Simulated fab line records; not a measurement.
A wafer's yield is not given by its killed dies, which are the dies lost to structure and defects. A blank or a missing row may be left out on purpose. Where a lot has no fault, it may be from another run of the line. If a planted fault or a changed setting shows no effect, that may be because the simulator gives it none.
A lot that was struck, set against a sound lot | flow sky130 | 42 out of 708 route steps
Sound: wafers L975.2, L975.4, L975.5. Struck: wafers L990.1, L990.2, L990.6. The cause is given at the end.
Order at every step that has rows: each side's tool, ch and its chambers, its first start. Under that, the readings that differ: sound wafers | struck wafers | difference of the means | sigmas: that difference in standard deviations of wafers without a fault.
alike: words and numbers the same on both sides, and readings whose means are apart by under 2 such deviations; not compared: readings that were withheld, readings missing a value for some wafer, numbers with overlapping values and no deviation given by the record, and bounds like >300 which may hide the same value.
Wherever a step has rows on one side only, a row that says differs or no value, or a row with sigmas, the two part there. Numbers that have no deviation but don't overlap get no sigmas and don't part them. Lack of a reading on every wafer of one side parts them only where that side has two or more wafers.

SKY_METAL5_THK_MEAS_06: measures by xrf.
  sound on filmMetro-01 at day 43 05:34; struck on filmMetro-01 at day 47 07:13
  alike: METAL5_ALCU_THK
then, 7 steps without rows for these wafers: SKY_METAL5_DEHYDRATE_07 (time 60 s); SKY_METAL5_HMDS_08 (prime time 60 s); SKY_METAL5_COAT_09 (resist thk 1800 nm); SKY_METAL5_SOFTBAKE_10 (time 60 s); SKY_METAL5_EXPOSE_11 (exposes mask MM5, target cd 1600 nm); SKY_METAL5_PEB_12; SKY_METAL5_DEVELOP_13 (develop time 60 s).
SKY_METAL5_DESCUM_14: chemistry O2, time 11 s.
  sound on rieMetal-03 ch 0,1, day 44 03:32; struck on rieMetal-02 ch 0,1, day 48 02:41
  alike: drypumpMotorCurrentA, oesProductAu
  not compared: rfHoursCounterH
then, 3 steps without rows for these wafers: SKY_METAL5_METAL_ETCH_15 (etches the open film in Cl2/BCl3, stops on SiO2, target depth 1260 nm, time 252 s); SKY_METAL5_STRIP_16 (strips in O2/N2); SKY_METAL5_STRIP_17 (strips in post etch residue remover, time 1200 s).
SKY_METAL5_CLEAN_18: cleans in IPA, time 180 s.
  sound on wetBench-04 ch 2, day 44 04:14; struck on wetBench-03 ch 0, day 48 03:26
then, 1 step without rows for these wafers: SKY_METAL5_CLEAN_19 (cleans in O3/DIW).
SKY_PASSIVATION_CVD_00: deposits SiO2, target thk 90 nm.
  sound on pecvd-03 ch 1,2, day 44 04:23; struck on pecvd-03 ch 0,1, day 48 03:35
  alike: heaterPowerW
SKY_PASSIVATION_THK_MEAS_01:
  sound on filmMetro-01 at day 44 04:25; struck on filmMetro-02 at day 48 03:36
  alike: PASSIVATION_CVD_00_THK
then, 1 step without rows for these wafers: SKY_PASSIVATION_CVD_02 (deposits Si3N4, target thk 540 nm).
SKY_PASSIVATION_THK_MEAS_03:
  sound on filmMetro-03 at day 44 04:43; struck on filmMetro-02 at day 48 03:53
  alike: PASSIVATION_CVD_02_THK
then, 8 steps without rows for these wafers: SKY_PASSIVATION_DEHYDRATE_04 (time 60 s); SKY_PASSIVATION_HMDS_05 (prime time 60 s); SKY_PASSIVATION_COAT_06 (resist thk 3000 nm); SKY_PASSIVATION_SOFTBAKE_07; SKY_PASSIVATION_EXPOSE_08 (exposes mask NSM, target cd 3000 nm); SKY_PASSIVATION_PEB_09; SKY_PASSIVATION_DEVELOP_10 (develop time 60 s); SKY_PASSIVATION_ETCH_11 (etches the open film in CF4/O2, stops on AlCu, target depth 725 nm, time 161.1 s).
SKY_PASSIVATION_STRIP_12: strips in O2/N2.
  sound on plasmaAsher-02 ch 0, day 45 02:10; struck on plasmaAsher-01 ch 0,1, day 48 22:35
  alike: drypumpMotorCurrentA, oesProductAu, stripTimeToEndpointS
  not compared: rfHoursCounterH
then, 7 steps without rows for these wafers: SKY_PAD_OPEN_DEHYDRATE_00 (time 60 s); SKY_PAD_OPEN_HMDS_01 (prime time 60 s); SKY_PAD_OPEN_COAT_02 (resist thk 3000 nm); SKY_PAD_OPEN_SOFTBAKE_03; SKY_PAD_OPEN_EXPOSE_04 (exposes mask PDM, target cd 60000 nm); SKY_PAD_OPEN_PEB_05; SKY_PAD_OPEN_DEVELOP_06 (develop time 60 s).
SKY_PAD_OPEN_ETCH_07: etches the open film in CF4/O2, stops on AlCu, target depth 725 nm, time 161.1 s.
  sound on rieDiel-02 ch 1,2, day 45 22:59; struck on rieDiel-02 ch 0,2, day 49 16:11
  alike: cf4FlowSccm, drypumpMotorCurrentA, oesProductAu, throttleValvePct
  not compared: rfHoursCounterH
SKY_PAD_OPEN_STRIP_08: strips in O2/N2.
  sound on plasmaAsher-03 ch 0,1, day 45 23:05; struck on plasmaAsher-04 ch 0,1, day 49 16:17
  alike: drypumpMotorCurrentA, oesProductAu, stripTimeToEndpointS
  not compared: rfHoursCounterH
then, 4 steps without rows for these wafers: SKY_PAD_OPEN_STRIP_09 (strips in post etch residue remover, time 1200 s); SKY_PAD_OPEN_CLEAN_10 (cleans in IPA, time 180 s); SKY_PAD_OPEN_CLEAN_11 (cleans in O3/DIW); SKY_PAD_OPEN_ANNEAL_12.
SKY_PAD_OPEN_BOW_MEAS_13:
  sound on filmMetro-01 at day 46 01:14; struck on filmMetro-01 at day 49 18:35
  alike: PAD_OPEN_BOW
SKY_PAD_OPEN_PROBE_99:
  sound on prober-02 at day 46 01:23; struck on prober-02 at day 49 18:43
reading                               | sound             | struck            | difference | sigmas
defectLimitedYield (%)                | 83.5 81.3 81.9    | 73.2 70.7 70.9    | -10.6      | -5
killed_at_M4_up                       | 3 2 2             | 49 58 61          | +54        | +27
killedDies                            | 81 92 89          | 132 144 143       | +52        | +5
killedOnRim                           | 16 15 18          | 24 36 32          | +14        | +4
sort_bin_3_pad_short (%)              | 0.8 1.2 1.4       | 4.1 5.5 6.1       | +4.1       | +10
sort_bin_5_function (%)               | 9.1 11.2 10.8     | 17.5 16.1 16.1    | +6.2       | +4
sortNPass                             | 411 400 403       | 360 348 349       | -52        | -5
sortYieldPct (%)                      | 83.5 81.3 81.9    | 73.2 70.7 70.9    | -10.6      | -5
model.etest.tester.sortNPass          | 411 400 403       | 360 348 349       | -52        | 
model.etest.tester.sortYieldPct (%)   | 83.54 81.3 81.91  | 73.17 70.73 70.94 | -10.64     | 
model.etest.tester.sort_bin_5_pct (%) | 9.146 11.18 10.77 | 17.48 16.06 16.06 | +6.17      | 
model.etest.tester.sort_bin_3_pct (%) | 0.813 1.22 1.423  | 4.065 5.488 6.098 | +4.065     | 
  alike: killed_at_M0_to_M3, killedAtContacts, killedAtFrontEnd, killedAtOther, killedOpen, killedShort, sort_bin_6_memory

WHERE THEY PART
SKY_PAD_OPEN_PROBE_99 only, going by this record.

WHY: the cause the simulator had injected
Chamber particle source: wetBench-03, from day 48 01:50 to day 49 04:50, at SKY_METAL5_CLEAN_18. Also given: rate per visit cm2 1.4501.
